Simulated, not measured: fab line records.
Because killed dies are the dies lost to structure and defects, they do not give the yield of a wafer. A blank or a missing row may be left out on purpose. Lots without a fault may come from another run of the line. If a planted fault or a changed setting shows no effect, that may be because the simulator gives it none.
Struck lot and sound lot, side by side    flow sky130    14 out of 708 route steps
Sound: the wafers L668.3, L668.5, L668.6. Struck: wafers L664.2, L664.3, L664.6. The cause is given at the end.
Each step with rows lists, per side, the tool, then ch with its chambers, then its first start. Under that, the readings that differ: sound wafers    struck wafers    difference of the means    sigmas: that difference in standard deviations of wafers without a fault.
alike: same words and numbers on both sides, and readings whose means sit less than 2 such deviations apart. not compared: any withheld reading, any reading some wafer has no value for, any bound like >300 that may hide the same value, and any number with overlapping values for which the record gives no deviation.
The two part at a step that has a row with sigmas, a row that says differs or no value, or rows on one side only. Numbers that don't overlap but have no deviation are shown without sigmas and don't part them. A reading that every wafer of one side lacks parts them only if that side has two wafers or more.

first, 1 step without rows for these wafers: SKY_CAPM_DEVELOP_11 (develop time 60 s).
SKY_CAPM_OVL_MEAS_12:
  sound on overlay-01, day 43 21:42; struck on overlay-02, day 42 15:18
  alike: CAPM_OVL
SKY_CAPM_METAL_ETCH_13: etches TiN in Cl2/BCl3, stops on SiO2, target depth 220 nm, time 62.9 s.
  sound on rie metal-03 ch 0,1, day 43 21:45; struck on rie metal-03 ch 0,1, day 42 15:20
  alike: bias w, drypump motor current A, oes product au, throttle valve pct
  not compared: rf hours counter h
SKY_CAPM_STRIP_14: strips in O2/N2.
  sound on plasma asher-02 ch 0,1, day 43 21:50; struck on plasma asher-01 ch 1, day 42 15:24
  alike: drypump motor current A, oes product au, strip time to endpoint s
  not compared: rf hours counter h
then, 8 steps without rows for these wafers: SKY_CAPM_STRIP_15 (strips in post etch residue remover, time 1200 s); SKY_CAPM_CLEAN_16 (cleans in IPA, time 180 s); SKY_CAPM_CLEAN_17 (cleans in O3/DIW); SKY_METAL3_DEHYDRATE_05 (time 60 s); SKY_METAL3_HMDS_06 (prime time 60 s); SKY_METAL3_COAT_07 (resist thk 60 nm); SKY_METAL3_COAT_08 (resist thk 1140 nm); SKY_METAL3_SOFTBAKE_09 (time 90 s).
SKY_METAL3_EXPOSE_10: exposes mask MM3, target cd 300 nm.
  sound on krf scanner-02 ch 0, day 44 10:29; struck on krf scanner-02, day 43 03:56
  no value came back on the struck wafers for exposure dose mJ cm2, focus offset nm (nm); on the sound wafers exposure dose mJ cm2 reads 28.11 28.12 28.09
  alike: mask
next, for these wafers, 1 step has no rows: SKY_METAL3_PEB_11.

== WHERE THEY PART ==
SKY_METAL3_EXPOSE_10 only, going by this record.

WHY: what had been put in by the simulator
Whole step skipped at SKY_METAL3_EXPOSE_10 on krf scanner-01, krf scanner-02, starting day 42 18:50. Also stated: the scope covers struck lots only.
